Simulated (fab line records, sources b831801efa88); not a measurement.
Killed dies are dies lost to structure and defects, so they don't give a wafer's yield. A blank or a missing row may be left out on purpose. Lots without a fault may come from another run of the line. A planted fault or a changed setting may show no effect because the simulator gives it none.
A struck lot beside a sound one | flow sky130 | 17 steps out of a route of 708
Sound: wafers L419.2, L419.5, L419.6. Struck: wafers L420.1, L420.2, L420.6. The cause comes at the end.
At each step with rows: each side's tool, then ch and its chambers, then its first start. Under that, the readings that differ: sound wafers | struck wafers | difference of the means | sigmas: that difference in standard deviations of wafers without a fault.
alike: readings whose means differ by less than 2 such deviations, and words and numbers that are the same on both sides. not compared: withheld readings, readings that some wafer has no value for, bounds like >300 that may hide the same value, and numbers for which the record gives no deviation and whose values overlap.
The two part at a step that has a row with sigmas, a row that says differs or no value, or rows on one side only. Numbers that don't overlap but have no deviation are shown without sigmas and don't part them. A reading that every wafer of one side lacks parts them only if that side has two wafers or more.

SKY_VIA2_CMP_02: polishes SiO2.
  sound on cmp-02 ch 0,1,3, day 36 14:23; struck on cmp-02 ch 0,2,3, day 36 15:20
  alike: motor_current_A
SKY_VIA2_BOW_MEAS_03:
  sound on film_metro-01, day 36 14:34; struck on film_metro-01, day 36 15:38
  alike: VIA2_BOW
then, 8 steps without rows for these wafers: SKY_VIA2_DEHYDRATE_04 (time 60 s); SKY_VIA2_HMDS_05 (prime time 60 s); SKY_VIA2_COAT_06 (resist thk 60 nm); SKY_VIA2_COAT_07 (resist thk 450 nm); SKY_VIA2_SOFTBAKE_08 (time 90 s); SKY_VIA2_EXPOSE_09 (exposes mask VIM2, target cd 200 nm); SKY_VIA2_PEB_10; SKY_VIA2_DEVELOP_11 (develop time 58.6 s).
SKY_VIA2_CD_MEAS_12: target cd 200 nm.
  sound on cd_sem-02, day 37 16:58; struck on cd_sem-01, day 37 18:14
  reading    | sound             | struck            | difference | sigmas
  cd_nm (nm) | 203.0 202.5 202.0 | 198.7 198.3 198.1 | -4.1       | -3
SKY_VIA2_OVL_MEAS_13:
  sound on overlay-02, day 37 17:04; struck on overlay-01, day 37 18:22
  alike: VIA2_OVL
SKY_VIA2_ETCH_14: etches BARC in N2/H2, stops on SiO2, time 45.9 s, target depth 60 nm.
  sound on rie_diel-01 ch 1,2, day 37 17:05; struck on rie_diel-03 ch 0,1,2, day 37 18:23
  no value came back on the struck wafers for any of 5 readings (bias_w (W), chamber_pressure_mTorr (mTorr) and others); on the sound wafers bias_w (W) reads 100.09 99.54 100.19
  reading                                     | sound             | struck            | difference | sigmas
  model.KrF-thick_of_VIA2_COAT_07.thk_nm (nm) | 392.1 392.9 392.7 | 437.6 439.2 439.1 | +46.1      |
  not compared: rf_hours_counter_h
SKY_VIA2_ETCH_15: etches SiO2 in C4F8/O2/Ar, stops on TiN, target depth 546 nm, time 84 s.
  sound on rie_diel-01 ch 1,2, day 37 17:08; struck on rie_diel-03 ch 0,1,2, day 37 18:26
  reading                                     | sound             | struck            | difference | sigmas
  oes_product_au (a.u.)                       | 0.944 0.937 0.949 | 0.381 0.377 0.381 | -0.564     | -99 or more
  model.KrF-thick_of_VIA2_COAT_07.thk_nm (nm) | 285.7 286.1 285.5 | 329 333.5 329.1   | +45        |
  alike: bias_w, chamber_pressure_mTorr
SKY_VIA2_STRIP_16: strips in O2/N2.
  sound on plasma_asher-03 ch 0,1, day 37 17:12; struck on plasma_asher-03 ch 0,1, day 37 18:30
  reading                      | sound             | struck            | difference | sigmas
  oes_product_au (a.u.)        | 0.402 0.399 0.412 | 0.423 0.415 0.416 | +0.014     | +3
  strip_time_to_endpoint_s (s) | 4.074 4.081 4.071 | 4.546 4.575 4.521 | +0.472     | +17
  alike: drypump_motor_current_A
  not compared: rf_hours_counter_h
then, 1 step without rows for these wafers: SKY_VIA2_STRIP_17 (strips in post etch residue remover, time 1200 s).
-- the record jumps here: 9 days lie between the struck wafers' starts before and after (it left off in module VIA2 and takes up again in module PAD_OPEN, whose first step shown is number 708 of the route) --
SKY_PAD_OPEN_PROBE_99:
  sound on prober-01, day 46 22:50; struck on prober-02, day 46 23:27
  reading                  | sound          | struck                                                               | difference                   | sigmas
  hold                     | - - -          | await_dispo/2.9h/scrap await_dispo/2.9h/scrap await_dispo/2.9h/scrap | no value on the sound wafers |
  defect_limited_yield (%) | 80.7 82.1 80.7 | 0 0 0                                                                | -81                          | -43
  killed_at_M0_to_M3       | 44 37 42       | 458 440 454                                                          | +410                         | +65
  killed_dies              | 95 88 95       | 492 492 492                                                          | +399                         | +42
  killed_on_rim            | 21 10 20       | 96 96 96                                                             | +79                          | +20
  sort_bin_5_function (%)  | 13.0 10.4 10.4 | 94.7 93.5 94.1                                                       | +82.8                        | +55
  sort_n_pass              | 397 404 397    | 0 0 0                                                                | -399                         | -42
  sort_yield_pct (%)       | 80.7 82.1 80.7 | 0 0 0                                                                | -81                          | -43
  alike: killed_at_M4_up, killed_at_contacts, killed_at_front_end, killed_at_other, killed_open, killed_short, sort_bin_3_pad_short, sort_bin_6_memory

WHERE THEY PART
First at SKY_VIA2_CD_MEAS_12; last, within this record, at SKY_PAD_OPEN_PROBE_99.

WHY: what the simulator had put in
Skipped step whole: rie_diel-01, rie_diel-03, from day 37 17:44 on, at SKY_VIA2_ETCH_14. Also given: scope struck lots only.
